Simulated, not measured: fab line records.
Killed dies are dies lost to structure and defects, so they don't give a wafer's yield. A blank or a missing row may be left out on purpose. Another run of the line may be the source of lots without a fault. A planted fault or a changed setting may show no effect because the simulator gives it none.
fab line records | flow gf180mcu
[record] lots = 12 wafers = 36 last_day = 34
route steps=602 shown V4@477 MIM@508
lots with no fault: from the same line, run without faults
start_h: start of the lot's first displayed wafer, in hours after the record's first day | wait_h: hours from the lot's prior step to this one | " identical to the entry in the row above | L1.1+2: a single row standing in for several wafers | - no value, or no start given | * or withheld: withheld | < > ~ a bound
route shown NAME@n: a module of which the file shows steps, and the number in the route of the first | usual: the fault-free wafers' mean and standard deviation | same: alike in all rows | chamber/n: place in a boat | sites: per-site readings | _std_site: the standard deviation of these | _edge_site: inner sites' mean taken away from outer sites' mean | radius_mm: how far each site lies from the wafer's centre | mask NAME#n: copy n | behind: the last tool/chamber to shape the wafer | hold: what put the lot on hold/how long, in hours/how the hold closed | device: the n, p or np transistor that did not switch | end of line: the same wafers' tests at the end of the route | for a step that has no rows: nothing shown but its recipe | killed: at the first sort, the dies lost to defects and structure; wafer yield is something else | map: the dies of a wafer, with x for killed, . for not killed, _ for no die there
set.NAME: the setting that was run; set.NAME@STEP: the one run at that earlier step | model.NAME: the simulator's own value behind a step, which no gauge read
steps of the route over a sample of lots; a table a step, a row a wafer
services: a tool's chamber out of use, with start hour (start_h, from the record's first day; less than 0 if before it), hours out, and reason
[[steps]]
[step GF_V4_THK_MEAS_01]
[recipe] reads = SiO2_of_V4_CVD_00
[usual] V4_CVD_00_THK = 600/5.9
// columns lot.wafer tool chamber start_h wait_h V4_CVD_00_THK[nm]
L808.3 film_metro-02 - 544.95 0.1 602
L808.4 " - " " 599
L808.6 " - " " 603
L809.2 film_metro-04 - 552.32 0.0 590
L809.4 " - " " 599
L809.5 " - " " 594
L811.1 film_metro-03 - 569.51 0.0 597
L811.4 " - " " 590
L811.5 " - " " 591
L812.1 film_metro-04 - 571.85 0.0 611
L812.3 " - " " 594
L812.4 " - " " 603
L815.1 film_metro-02 - 609.14 0.0 596
L815.4 " - " " 607
L815.6 " - " " 599
L823.1 film_metro-02 - 660.10 0.0 610
L823.4 " - " " 613
L823.6 " - " " 605
L826.1 film_metro-02 - 674.07 0.0 600
L826.2 " - " " 601
L826.4 " - " " 601
L827.3 film_metro-04 - 687.34 0.1 590
L827.4 " - " " 599
L827.6 " - " " 593
L828.3 film_metro-02 - 688.64 0.1 594
L828.4 " - " " 599
L828.5 " - " " 592
L829.1 film_metro-04 - 695.11 0.0 597
L829.2 " - " " 598
L829.6 " - " " 599
L830.1 film_metro-03 - 702.30 0.0 587
L830.5 " - " " 597
L830.6 " - " " 597
L831.3 film_metro-02 - 709.30 0.1 597
L831.4 " - " " 596
L831.6 " - " " 593
[step GF_V4_OVL_MEAS_15]
[usual] V4_OVL = 1/5
// columns lot.wafer tool chamber start_h wait_h V4_OVL[nm]
L808.3 overlay-01 - 567.88 0.1 2
L808.4 " - " " -5
L808.6 " - " " -8
L809.2 overlay-02 - 574.97 0.1 2
L809.4 " - " " 7
L809.5 " - " " 7
L811.1 overlay-02 - 591.65 0.1 -4
L811.4 " - " " -7
L811.5 " - " " -6
L812.1 overlay-01 - 593.61 0.1 3
L812.3 " - " " 5
L812.4 " - " " 11
L815.1 overlay-02 - 629.65 0.1 6
L815.4 " - " " -2
L815.6 " - " " 1
L823.1 overlay-01 - 679.97 0.1 4
L823.4 " - " " 3
L823.6 " - " " 10
L826.1 overlay-02 - 693.56 0.1 1
L826.2 " - " " -1
L826.4 " - " " -4
L827.3 overlay-02 - 707.16 0.1 3
L827.4 " - " " 1
L827.6 " - " " -4
L828.3 overlay-01 - 707.57 0.1 -2
L828.4 " - " " -1
L828.5 " - " " -5
L829.1 overlay-02 - 714.22 0.1 0
L829.2 " - " " -11
L829.6 " - " " -9
L830.1 overlay-02 - 720.65 0.1 6
L830.5 " - " " -1
L830.6 " - " " 10
L831.3 overlay-02 - 727.87 0.1 8
L831.4 " - " " 4
L831.6 " - " " -5
[step GF_MIM_CVD_05]
[recipe] material = Si3N4 target_thk_nm = 42 temp_max_c = 400 temp_c = 385 time_s = 29.086 rf_w = 450
[usual] heater_power_w = 651/81 run_length_s = 57.0/0.4
// columns lot.wafer tool chamber start_h wait_h heater_power_w run_length_s
L808.3 pecvd-03 2 569.52 0.0 710 56.5
L808.4 " 0 " " 584 57.5
L808.6 " 2 " " 712 57.1
L809.2 pecvd-03 1 576.61 0.0 665 57.1
L809.4 " 1 " " 682 56.6
L809.5 " 0 " " 569 57.2
L811.1 pecvd-02 2 593.39 0.0 577 56.6
L811.4 " 1 " " 646 57.1
L811.5 " 2 " " 575 57.1
L812.1 pecvd-03 2 595.22 0.0 788 56.5
L812.3 " 1 " " 699 56.7
L812.4 " 0 " " 551 57.0
L815.1 pecvd-03 0 631.38 0.0 611 53.2
L815.4 " 0 " " 620 52.7
L815.6 " 1 " " 662 56.8
L823.1 pecvd-02 1 681.69 0.0 615 56.8
L823.4 " 2 " " 554 56.8
L823.6 " 0 " " 540 57.1
L826.1 pecvd-02 1 695.20 0.0 665 57.0
L826.2 " 2 " " 607 56.8
L826.4 " 2 " " 605 56.6
L827.3 pecvd-02 2 709.41 0.0 567 57.1
L827.4 " 1 " " 616 57.3
L827.6 " 0 " " 621 56.9
L828.3 pecvd-03 2 709.71 0.0 725 56.5
L828.4 " 0 " " 590 56.9
L828.5 " 2 " " 719 56.6
L829.1 pecvd-01 0 716.00 0.0 680 57.0
L829.2 " 2 " " 663 57.9
L829.6 " 1 " " 773 57.5
L830.1 pecvd-01 1 722.42 0.0 809 56.8
L830.5 " 2 " " 627 57.4
L830.6 " 0 " " 680 56.6
L831.3 pecvd-02 0 729.48 0.0 594 57.2
L831.4 " 2 " " 537 56.7
L831.6 " 0 " " 587 57.3
[step GF_MIM_THK_MEAS_06]
[recipe] reads = Si3N4_of_MIM_CVD_05
[usual] MIM_CVD_05_THK = 42.0/0.47
// columns lot.wafer tool chamber start_h wait_h MIM_CVD_05_THK[nm]
L808.3 film_metro-01 - 569.57 0.0 42.1
L808.4 " - " " 42.6
L808.6 " - " " 42.6
L809.2 film_metro-02 - 576.65 0.0 41.6
L809.4 " - " " 42.8
L809.5 " - " " 42.1
L811.1 film_metro-03 - 593.43 0.0 41.9
L811.4 " - " " 42.1
L811.5 " - " " 41.8
L812.1 film_metro-02 - 595.25 0.0 42.1
L812.3 " - " " 41.7
L812.4 " - " " 42.1
L815.1 film_metro-01 - 631.41 0.0 35.2
L815.4 " - " " 35.5
L815.6 " - " " 42.6
L823.1 film_metro-03 - 681.72 0.0 42.0
L823.4 " - " " 42.4
L823.6 " - " " 42.5
L826.1 film_metro-01 - 695.23 0.0 41.3
L826.2 " - " " 41.9
L826.4 " - " " 42.3
L827.3 film_metro-01 - 709.46 0.0 41.2
L827.4 " - " " 41.9
L827.6 " - " " 41.9
L828.3 film_metro-03 - 709.76 0.0 41.5
L828.4 " - " " 42.1
L828.5 " - " " 42.0
L829.1 film_metro-02 - 716.03 0.0 41.5
L829.2 " - " " 41.5
L829.6 " - " " 42.5
L830.1 film_metro-02 - 722.45 0.0 42.3
L830.5 " - " " 41.9
L830.6 " - " " 42.6
L831.3 film_metro-01 - 729.53 0.0 42.1
L831.4 " - " " 42.7
L831.6 " - " " 42.8
[step GF_MIM_STRIP_20]
[recipe] chemistry = O2/N2 power_w = 1400 pressure_mtorr = 1500 platen_temp_c = 250 o2_flow_sccm = 3000 n2_flow_sccm = 300 overash_fraction = 0.5
[usual] drypump_motor_current_A = 5.7/0.38 heater_power_w = 345/35 oes_product_au = 0.692/0.0052 strip_time_to_endpoint_s = 11.22/0.047
[same] overash_fraction = 0.5
// columns lot.wafer tool chamber start_h wait_h drypump_motor_current_A heater_power_w oes_product_au rf_hours_counter_h strip_time_to_endpoint_s
L808.3 plasma_asher-02 1 591.54 0.1 5.6 346 0.685 - 11.19
L808.4 " 0 " " 6.4 388 0.694 - 11.22
L808.6 " 1 " " 5.6 360 0.700 - 11.27
L809.2 plasma_asher-01 1 598.26 0.0 5.4 331 0.683 83 11.20
L809.4 " 0 " " 5.5 363 0.698 - 11.26
L809.5 " 1 " " 5.4 333 0.694 - 11.26
L811.1 plasma_asher-02 1 614.41 0.0 5.6 339 0.689 20 11.22
L811.4 " 0 " " 6.4 400 0.691 - 11.25
L811.5 " 0 " " 6.4 400 0.700 - 11.24
L812.1 plasma_asher-02 1 615.61 0.0 5.6 343 0.690 21 11.20
L812.3 " 0 " " 6.4 394 0.686 - 11.20
L812.4 " 1 " " 5.6 352 0.684 - 11.17
L815.1 plasma_asher-04 0 651.58 0.0 5.4 281 0.685 56 11.21
L815.4 " 0 " " 5.4 286 0.689 - 11.22
L815.6 " 1 " " 5.3 290 0.691 - 11.21
L823.1 plasma_asher-01 0 700.50 0.0 5.5 350 0.686 93 11.26
L823.4 " 1 " " 5.3 329 0.691 - 11.29
L823.6 " 1 " " 5.4 340 0.694 - 11.28
L826.1 plasma_asher-01 0 714.10 0.0 5.5 352 0.692 94 11.14
L826.2 " 1 " " 5.4 332 0.680 94 11.10
L826.4 " 1 " " 5.4 339 0.694 - 11.18
L827.3 plasma_asher-01 1 727.44 0.1 5.4 332 0.695 - 11.21
L827.4 " 0 " " 5.6 344 0.694 - 11.23
L827.6 " 0 " " 5.6 343 0.694 - 11.20
L828.3 plasma_asher-02 0 727.63 0.1 6.4 403 0.682 - 11.17
L828.4 " 1 " " 5.6 347 0.684 - 11.20
L828.5 " 1 " " 5.6 343 0.693 - 11.18
L829.1 plasma_asher-04 0 734.45 0.1 5.4 282 0.694 65 11.22
L829.2 " 1 " " 5.3 293 0.687 65 11.24
L829.6 " 1 " " 5.3 284 0.691 - 11.23
L830.1 plasma_asher-01 1 739.88 0.1 5.4 339 0.691 97 11.22
L830.5 " 0 " " 5.5 356 0.682 - 11.23
L830.6 " 1 " " 5.4 339 0.691 - 11.22
L831.3 plasma_asher-04 1 746.76 0.1 5.3 287 0.693 - 11.24
L831.4 " 0 " " 5.4 290 0.693 - 11.22
L831.6 " 0 " " 5.4 283 0.686 - 11.17
[[services]]
// columns tool chamber start_h hours kind
pecvd-02 0 551.89 4.0 repair
pecvd-02 - 618.37 0.8 pm
pecvd-02 - 635.38 2.8 pm
plasma_asher-04 - 670.52 4.8 repair
pecvd-01 - 680.29 28.1 pm
pecvd-03 - 691.29 0.7 repair
plasma_asher-01 - 724.48 2.8 pm
pecvd-03 - 735.95 2.3 repair
pecvd-03 - 738.27 2.8 pm
[[key]]
[first_sign] step = GF_MIM_CVD_05 reading = run_length_s direction = down sigmas = 10 usual = * struck = *
[effect] step = GF_MIM_THK_MEAS_06 reading = MIM_CVD_05_THK direction = down sigmas = 14 usual = 42.0 struck = 35.4
met_at GF_MIM_CVD_05
struck_lots L815
struck_wafers L815.1,L815.4
not_acting_at GF_V4_THK_MEAS_01,GF_V4_OVL_MEAS_15,GF_MIM_STRIP_20
onset_between 595.22 631.38
[fault] kind = process_parameter_drift tool = pecvd-03 chamber = - onset_h = 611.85 steps = GF_MIM_CVD_05 channel = time_s offset = * shape = step end_h = 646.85 scope = struck_wafers_only acts_in = * stated = *
